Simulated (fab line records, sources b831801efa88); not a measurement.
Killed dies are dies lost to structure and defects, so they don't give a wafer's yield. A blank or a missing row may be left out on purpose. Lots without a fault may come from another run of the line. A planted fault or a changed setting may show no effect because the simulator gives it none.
Which tool did it? | flow sky130 | 7 lots, 21 wafers sampled, at 3 steps of a route of 708

WHAT THE GAUGES READ, wafer by wafer
SKY_METAL1_CD_MEAS_15: target cd 140 nm.
lot  | measured     | on        | cd_nm (nm)
L602 | day 32 20:45 | cd_sem-01 | 141.9 141.5 142.5
L605 | day 35 00:26 | cd_sem-02 | 140.5 140.8 139.3
L606 | day 35 04:52 | cd_sem-02 | 139.3 139.3 139.0
L609 | day 35 17:35 | cd_sem-02 | 140.3 139.5 140.0
L613 | day 36 11:08 | cd_sem-02 | 140.6 139.7 140.5
L615 | day 37 02:48 | cd_sem-02 | 142.2 143.0 142.1
L623 | day 39 16:10 | cd_sem-01 | 142.1 141.5 139.7

WHICH TOOL RAN EACH LOT (tool, then ch and the chambers of the sampled wafers, then the start)
lot  | SKY_CONTACT_ETCH_16                | SKY_METAL1_SPUTTER_00
L602 | rie_diel-03 ch 0,1,2, day 31 16:19 | pvd_sputter-03, day 31 17:41
L605 | rie_diel-01 ch 0,1,3, day 33 20:07 | pvd_sputter-03, day 33 21:29
L606 | rie_diel-01 ch 1,3, day 33 23:44   | pvd_sputter-03, day 34 01:07
L609 | rie_diel-02 ch 2,3, day 34 13:13   | pvd_sputter-03, day 34 14:37
L613 | rie_diel-03 ch 1,2, day 35 07:37   | pvd_sputter-01, day 35 08:59
L615 | rie_diel-02 ch 0,2, day 35 23:11   | pvd_sputter-01, day 36 00:34
L623 | rie_diel-02 ch 1,2, day 38 14:07   | pvd_sputter-04, day 38 15:29
- SKY_CONTACT_ETCH_16: etches BARC in N2/H2, stops on SiO2, time 45.9 s, target depth 60 nm.
- SKY_METAL1_SPUTTER_00: material Ti, target thk 15 nm, time 10 s.

THE ANSWER, worked out from the rows above alone
Rule: what is usual is taken from the lots themselves. Put in order of their means at a reading, lots are off if they are a third of the lots or fewer, leave a main group of 4 or more, and stand apart from it by a gap of 3 or more times the standard deviation of the main group's means; of several such gaps the widest counts. A main group whose means are all the same, to the digits that the tables above print for the reading, isn't used. A lot without any number at a reading at which 4 lots or more have one is off too. The other lots that the step has rows for count as sound.
No lot is off at any reading shown: from this, nothing can be told.

WHAT THE SIMULATOR HAD PUT IN
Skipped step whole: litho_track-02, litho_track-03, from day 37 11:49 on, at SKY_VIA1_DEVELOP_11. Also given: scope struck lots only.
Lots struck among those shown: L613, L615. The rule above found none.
